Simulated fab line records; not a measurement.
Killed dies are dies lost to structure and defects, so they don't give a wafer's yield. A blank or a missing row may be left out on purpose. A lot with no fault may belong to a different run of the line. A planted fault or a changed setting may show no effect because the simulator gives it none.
fab line records    flow gf180mcu    part 2 of 2: steps 34 to 42 of 42
[record] lots = 5  wafers = 15  last-day = 34
route steps=602 shown M4@461 V4@476
lots that met no fault: from a run of the same line without faults
start-h: start of the lot's first displayed wafer, in hours after the record's first day    wait-h: hours from the lot's prior step to this one    " as in the row above    L1.1+2: one row covering several wafers at once    - value missing, or start not given    * or withheld: withheld    < > ~ a bound
route shown NAME@n: a module of which the file shows steps, and the number in the route of the first    usual: mean and standard deviation over wafers with no fault    same: alike in all rows    chamber/n: place in a boat    sites: the reading at each site    _std_site: how widely they spread, as a standard deviation    _edge_site: mean of outer sites minus mean of inner sites    radius-mm: for every site, how far away it sits from the centre of the wafer    mask NAME#n: copy n    behind: the most recent tool/chamber to have shaped the wafer    hold: the reason the lot was held/the length of the hold in hours/how it ended    device: whichever transistor did not switch (one of n, p or np)    end of line: at the end of the route, the tests of the same wafers    step lacking rows: just its recipe    killed: dies lost to structure and defects at the first sort, not the wafer's yield    map: dies across one wafer; x = killed, . = not, _ = none there
set.NAME: setting as actually run; set.NAME@STEP: the setting as run at that earlier step    model.NAME: the simulator's own value behind a step, which no gauge read
lots at some steps of the route; a table a step, a row a wafer
services: a tool's chamber out of use, with start hour (start-h, from the record's first day; less than 0 if before it), hours out, and reason
[[steps]]
[step GF_V4_STRIP_18]
[recipe] chemistry = O2/N2  power-w = 1400  pressure-mtorr = 1500  platen-temp-c = 250  o2-flow-sccm = 3000  n2-flow-sccm = 300  overash-fraction = 0.5
[usual] drypump-motor-current-A = 5.8/0.68  heater-power-w = 334/35  oes-product-au = 0.593/0.0049
lot.wafer  tool             chamber  start-h  wait-h  drypump-motor-current-A  heater-power-w  oes-product-au  rf-hours-counter-h
L077.1     plasma-asher-01  1        587.19   -       5.3                      387             0.594           17
L077.2     "                0        "        "       5.3                      328             0.590           17
L077.6     "                0        "        "       5.3                      327             0.598           -
L086.1     plasma-asher-01  1        662.57   -       5.3                      400             0.600           23
L086.5     "                0        "        "       5.3                      322             0.595           -
L086.6     "                1        "        "       5.3                      382             0.591           -
L092.1     plasma-asher-01  1        699.78   -       5.3                      398             0.591           28
L092.3     "                1        "        "       5.3                      399             0.609           -
L092.4     "                0        "        "       5.3                      326             0.593           -
L093.2     plasma-asher-01  0        704.52   -       5.3                      326             0.597           29
L093.4     "                0        "        "       5.4                      324             0.590           -
L093.5     "                0        "        "       5.3                      329             0.590           -
L096.1     plasma-asher-02  0        721.80   -       4.9                      315             0.582           65
L096.2     "                1        "        "       6.8                      274             0.602           65
L096.5     "                0        "        "       4.9                      309             0.606           -
[step GF_V4_STRIP_19]
[recipe] chemistry = post-etch-residue-remover  time-s = 1200  temp-c = 72.5
[usual] bath-guard-temp-C = 72.8/0.6
lot.wafer  tool          chamber  start-h  wait-h  bath-guard-temp-C
L077.1     wet-bench-04  3        587.29   0.1     73.7
L077.2     "             3        "        "       73.2
L077.6     "             3        "        "       73.4
L086.1     wet-bench-03  0        662.67   0.1     72.5
L086.5     "             0        "        "       72.2
L086.6     "             0        "        "       72.1
L092.1     wet-bench-01  3        699.88   0.1     73.7
L092.3     "             3        "        "       74.0
L092.4     "             3        "        "       73.5
L093.2     wet-bench-04  0        704.62   0.1     72.2
L093.4     "             0        "        "       72.4
L093.5     "             0        "        "       72.1
L096.1     wet-bench-01  1        721.90   0.1     72.1
L096.2     "             1        "        "       72.0
L096.5     "             1        "        "       72.0
[step GF_V4_CLEAN_20]
[recipe] chemistry = DIW  dry = n2-spin
lot.wafer   tool          chamber  start-h  wait-h
L077.1+2+6  wet-bench-01  1        587.63   0.0
L086.1+5+6  wet-bench-04  0        663.01   0.0
L092.1+3+4  wet-bench-03  0        700.23   0.0
L093.2+4+5  wet-bench-01  3        704.99   0.0
L096.1+2+5  wet-bench-03  3        722.25   0.0
[step GF_V4_SPUTTER_21]
[recipe] material = Ti  target-thk-nm = 15  chamber-pressure-pa = 5  power-w = 2500  substrate-temp-c = 200  time-s = 80.02
[usual] throttle-valve-pct = 29.3/0.9
lot.wafer  tool            chamber  start-h  wait-h  throttle-valve-pct
L077.1     pvd-sputter-03  -        587.73   0.0     27.2
L077.2     "               -        "        "       29.1
L077.6     "               -        "        "       30.8
L086.1     pvd-sputter-04  -        663.10   0.0     28.0
L086.5     "               -        "        "       29.2
L086.6     "               -        "        "       27.9
L092.1     pvd-sputter-01  -        700.44   0.0     29.6
L092.3     "               -        "        "       29.8
L092.4     "               -        "        "       30.3
L093.2     pvd-sputter-01  -        705.08   0.0     30.1
L093.4     "               -        "        "       30.0
L093.5     "               -        "        "       29.5
L096.1     pvd-sputter-01  -        722.35   0.0     29.0
L096.2     "               -        "        "       30.3
L096.5     "               -        "        "       29.9
[step GF_V4_SPUTTER_22]
[recipe] material = TiN  target-thk-nm = 10  chamber-pressure-pa = 5  power-w = 4000  time-s = 40
[usual] throttle-valve-pct = 29.3/0.9
lot.wafer  tool            chamber  start-h  wait-h  throttle-valve-pct
L077.1     pvd-sputter-03  -        587.79   0.0     27.3
L077.2     "               -        "        "       29.1
L077.6     "               -        "        "       30.7
L086.1     pvd-sputter-04  -        663.16   0.0     28.0
L086.5     "               -        "        "       29.4
L086.6     "               -        "        "       28.0
L092.1     pvd-sputter-01  -        700.50   0.0     29.7
L092.3     "               -        "        "       29.9
L092.4     "               -        "        "       30.1
L093.2     pvd-sputter-01  -        705.14   0.0     30.3
L093.4     "               -        "        "       29.9
L093.5     "               -        "        "       29.4
L096.1     pvd-sputter-01  -        722.41   0.0     29.5
L096.2     "               -        "        "       30.2
L096.5     "               -        "        "       30.0
[step GF_V4_CVD_23]
[recipe] material = W  target-thk-nm = 350  time-s = 104.9  temp-c = 400  pressure-torr = 40
[usual] heater-power-w = 879/120
lot.wafer  tool      chamber  start-h  wait-h  heater-power-w
L077.1     cvd-w-01  0        587.83   0.0     772
L077.2     "         1        "        "       1030
L077.6     "         0        "        "       755
L086.1     cvd-w-02  0        663.20   0.0     877
L086.5     "         0        "        "       885
L086.6     "         1        "        "       803
L092.1     cvd-w-01  1        700.54   0.0     1072
L092.3     "         1        "        "       1024
L092.4     "         0        "        "       764
L093.2     cvd-w-01  1        705.18   0.0     1019
L093.4     "         1        "        "       1045
L093.5     "         0        "        "       757
L096.1     cvd-w-01  1        722.45   0.0     1055
L096.2     "         0        "        "       767
L096.5     "         1        "        "       1052
[step GF_V4_RS_MEAS_24]
[recipe] thk-meas-gauge = four-point-probe  reads = W_of_V4_CVD_23+TiN_of_V4_SPUTTER_22+Ti_of_V4_SPUTTER_21
[usual] V4_W_RS = 0.327/0.0035
lot.wafer  tool           chamber  start-h  wait-h  V4_W_RS[ohm/sq]
L077.1     film-metro-02  -        587.94   0.1     0.325
L077.2     "              -        "        "       0.331
L077.6     "              -        "        "       0.331
L086.1     film-metro-03  -        663.32   0.1     0.329
L086.5     "              -        "        "       0.329
L086.6     "              -        "        "       0.321
L092.1     film-metro-01  -        700.66   0.1     0.327
L092.3     "              -        "        "       0.328
L092.4     "              -        "        "       0.324
L093.2     film-metro-01  -        705.32   0.1     0.326
L093.4     "              -        "        "       0.327
L093.5     "              -        "        "       0.325
L096.1     film-metro-03  -        722.56   0.1     0.328
L096.2     "              -        "        "       0.329
L096.5     "              -        "        "       0.334
[step GF_V4_THK_MEAS_25]
[recipe] thk-meas-gauge = xrf  reads = W_of_V4_CVD_23
[usual] V4_W_THK = 344/5.4
lot.wafer  tool           chamber  start-h  wait-h  V4_W_THK[nm]
L077.1     film-metro-02  -        588.06   0.1     348
L077.2     "              -        "        "       342
L077.6     "              -        "        "       341
L086.1     film-metro-03  -        663.44   0.1     349
L086.5     "              -        "        "       351
L086.6     "              -        "        "       361
L092.1     film-metro-01  -        700.78   0.1     337
L092.3     "              -        "        "       338
L092.4     "              -        "        "       342
L093.2     film-metro-01  -        705.43   0.1     340
L093.4     "              -        "        "       338
L093.5     "              -        "        "       339
L096.1     film-metro-03  -        722.68   0.1     348
L096.2     "              -        "        "       347
L096.5     "              -        "        "       343
[step GF_V4_CMP_26]
[recipe] stop-on = SiO2  down-force-psi = 3.5  platen-rpm = 60  t-overpolish-s = 15  target-thk-nm = 0  pad-velocity-m-s = 0.94248
[usual] motor-current-A = 12.6/1.5  overpolish-run-s = 15.001/0.0088  time-to-endpoint-s = 86.7/2.9
lot.wafer  tool    chamber  start-h  wait-h  motor-current-A  overpolish-run-s  time-to-endpoint-s
L077.2     cmp-02  3        588.12   0.0     13.7             14.985            85.9
L077.1     "       2        "        "       12.6             14.996            89.4
L077.6     "       0        "        "       13.9             14.984            85.2
L086.1     cmp-02  1        663.85   0.4     11.4             15.012            89.3
L086.6     "       3        "        "       14.4             15.010            88.1
L086.5     "       0        "        "       14.1             15.023            85.6
L092.1     cmp-01  2        700.84   0.1     12.0             14.991            87.8
L092.4     "       0        "        "       11.3             15.009            84.0
L092.3     "       1        "        "       10.4             15.001            92.2
L093.4     cmp-02  2        705.53   0.1     12.6             14.985            84.6
L093.2     "       3        "        "       13.9             15.003            85.3
L093.5     "       2        "        "       12.9             15.008            84.9
L096.2     cmp-02  1        722.84   0.1     12.7             14.989            81.9
L096.1     "       2        "        "       12.6             15.007            83.4
L096.5     "       3        "        "       14.3             15.007            83.8
[[services]]
tool             chamber  start-h  hours  kind
pvd-sputter-01   -        532.31   56.5   repair
krf-scanner-01   -        535.20   0.8    pm
rie-diel-04      -        546.64   0.4    repair
cvd-w-01         -        553.53   2.8    pm
krf-scanner-02   -        560.35   2.4    repair
krf-scanner-02   -        572.91   3.2    repair
krf-scanner-02   -        576.15   1.0    pm
krf-scanner-01   -        595.20   1.3    pm
plasma-asher-01  -        609.97   0.5    repair
krf-scanner-01   -        612.86   7.4    repair
plasma-asher-01  -        615.74   14.6   pm
krf-scanner-02   -        620.25   4.4    pm
krf-scanner-01   -        629.37   3.6    repair
cmp-02           -        635.46   5.5    pm
krf-scanner-02   -        641.48   0.8    pm
wet-bench-01     -        645.83   4.4    pm
wet-bench-01     -        650.98   1.4    repair
cmp-02           -        661.21   0.3    repair
krf-scanner-01   -        669.64   1.0    pm
cmp-02           -        693.13   0.7    repair
krf-scanner-01   -        694.57   1.1    repair
krf-scanner-02   -        697.93   1.3    pm
krf-scanner-01   -        704.00   0.8    pm
krf-scanner-02   -        711.46   1.8    repair
